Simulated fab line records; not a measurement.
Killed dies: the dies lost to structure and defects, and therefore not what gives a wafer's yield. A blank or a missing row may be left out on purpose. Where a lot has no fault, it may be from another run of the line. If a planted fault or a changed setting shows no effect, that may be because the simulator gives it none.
Which of the tools did it? | flow sky130 | Sampling: 6 lots, 18 wafers, 2 of 708 route steps

== WHAT EACH GAUGE READ, for each wafer ==
SKY_LDD_HVN_OVL_MEAS_07.
lot  | measured     | on         | LDD_HVN_OVL (nm)
L165 | day 21 15:27 | overlay-01 | 2.4 1.1 1.6
L167 | day 22 03:00 | overlay-01 | 2.4 1.4 1.5
L175 | day 25 01:05 | overlay-01 | 0.1 -0.7 -1.1
L181 | day 27 13:22 | overlay-02 | 49.8 49.7 50.1
L182 | day 27 20:56 | overlay-01 | 52.5 53.1 51.7
L184 | day 28 09:24 | overlay-02 | 3.1 2.3 2.1

== TOOL THAT RAN EACH LOT (tool first, then ch and the chambers of the sampled wafers, then the start) ==
lot  | SKY_LDD_HVN_EXPOSE_04
L165 | iline-stepper-01 ch 0, day 21 00:23
L167 | iline-stepper-02 ch 0, day 21 12:12
L175 | iline-stepper-01 ch 0, day 24 11:01
L181 | iline-stepper-02 ch 0, day 26 23:33
L182 | iline-stepper-02 ch 0, day 27 06:55
L184 | iline-stepper-01 ch 0, day 27 18:29
- SKY_LDD_HVN_EXPOSE_04: exposes mask HVNTM, target cd 700 nm.

== THE ANSWER, worked out from the rows above alone ==
Rule: the usual values come from the lots themselves. The widest of any qualifying gaps counts: lots, ordered by their means at a reading, are off when they make up no more than a third of the lots, leave a main group of 4 or more, and stand apart from it by 3 or more times the standard deviation of that group's means. The tables above print the reading to a certain number of digits; a main group whose means all agree to those digits is not used. Also off: a lot with no number at a reading for which 4 or more lots have one. Where the step has rows for the other lots, those lots are counted as sound.
Off: L181, L182, seen at SKY_LDD_HVN_OVL_MEAS_07 (LDD_HVN_OVL). The main group: mean 1.4 nm, standard deviation 1.2.
A tool fits if, at a process step before that reading, it ran every lot that is off, and no sound lot after the first of them. The gauges at SKY_LDD_HVN_OVL_MEAS_07 are tried like those tools. One candidate fits, namely iline-stepper-02 at SKY_LDD_HVN_EXPOSE_04. A fault onset in the window from L167 (day 21 12:12, its last sound lot) to L181 (day 26 23:33, its first lot off) fits.

== WHAT THE SIMULATOR HAD PUT IN ==
Scanner matching overlay: iline-stepper-02, from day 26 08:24 on, at SKY_LDD_HVN_EXPOSE_04. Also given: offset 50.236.
Lots struck among those shown: L181, L182. The rule above found the same.
